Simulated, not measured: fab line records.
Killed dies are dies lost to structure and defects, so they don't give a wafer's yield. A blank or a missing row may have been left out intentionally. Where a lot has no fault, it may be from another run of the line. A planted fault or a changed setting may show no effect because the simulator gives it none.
2 desks, one fault	flow sky130	each desk has only its own numbers; what lay behind them comes last

THE METROLOGY DESK
Means of the sampled wafers that have a number, per lot and without regard to the tool the lot ran on: this is what the gauges read. Any lot whose mean is over 4 standard deviations away from the usual mean is out of limits and marked OUT; that distance is given in the brackets.
Columns: A = POLY_GATE_CVD_00_THK at SKY_POLY_GATE_THK_MEAS_01, usual 181.6 nm; B = POLY_GATE_OXIDATION_THK at SKY_POLY_GATE_THK_MEAS_21, usual 4.01 nm; C = cd_nm at SKY_LDD_P_CD_MEAS_07, usual 379.9 nm
lot	first seen here	A	B	C
L195	day 13 22:02	181.0	3.86	374.5
L196	day 14 06:49	177.6	3.95	378.8
L197	day 14 20:16	182.2	3.93	380.2
L198	day 14 23:17	184.2	3.99	378.1
L199	day 15 09:28	181.9	4.08	383.4
L203	day 16 23:02	182.1	4.07	381.8
L204	day 17 16:04	182.9	4.03	379.7
L206	day 17 19:01	182.2	3.93	383.6
L210	day 19 18:24	180.1	4.00	379.4
L211	day 19 20:40	180.8	3.94	379.1
L214	day 20 15:31	182.3	3.98	381.6
L216	day 21 02:58	179.1	4.01	379.5
L217	day 21 17:56	180.6	4.05	380.4
L218	day 22 04:44	180.8	3.91	381.3
Finding of this desk: none of the 14 lots has anything out of limits.

DESK OF THE TOOL OWNER: implanter-04
For each lot that ran on this tool, the mean over its sampled wafers that have a number, from the tool's own readings at SKY_LDD_N_IMPLANT_10. Any lot whose mean is over 4 standard deviations away from the usual mean is out of limits and marked OUT; that distance is given in the brackets.
Columns: A = beam_energy_keV at SKY_LDD_N_IMPLANT_10, usual 20.001; B = beam_on_s at SKY_LDD_N_IMPLANT_10, usual 10.02 s; C = faraday_current_uA at SKY_LDD_N_IMPLANT_10, usual 422
lot	first seen here	A	B	C
L195	day 17 13:49	20.004	9.94	426
L198	day 18 18:40	19.999	10.08	420
L199	day 19 19:41	19.998	9.94	423
L203	day 20 22:00	19.998	10.12	418
L204	day 21 16:17	16.902 (-99 or more) OUT	11.67 (+7.8) OUT	361 (-6.7) OUT
L206	day 21 19:46	16.897 (-99 or more) OUT	11.35 (+6.3) OUT	373 (-5.4) OUT
L216	day 25 00:30	20.000	10.24	414
This desk's finding: out of limits on L204, L206; first on L204, day 21 16:17 (beam_energy_keV at SKY_LDD_N_IMPLANT_10). In limits: L195, L198, L199, L203, L216.

TAKEN TOGETHER
An alarm could have come from the tool owner's desk at day 21 16:17, on L204, L206.
Nothing out of limits was seen by the metrology desk.
The metrology desk holds a record of L204, L206, inside its limits.
Of the lots named, all ran SKY_LDD_N_IMPLANT_10 on implanter-04.

WHAT THE SIMULATOR PUT IN
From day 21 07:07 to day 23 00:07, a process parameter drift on implanter-04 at SKY_LDD_N_IMPLANT_10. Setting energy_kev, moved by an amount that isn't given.
Lots struck among those shown: L204, L206.
Each desk's first reading out of limits, in hours after the fault started: the tool owner's desk, 9.
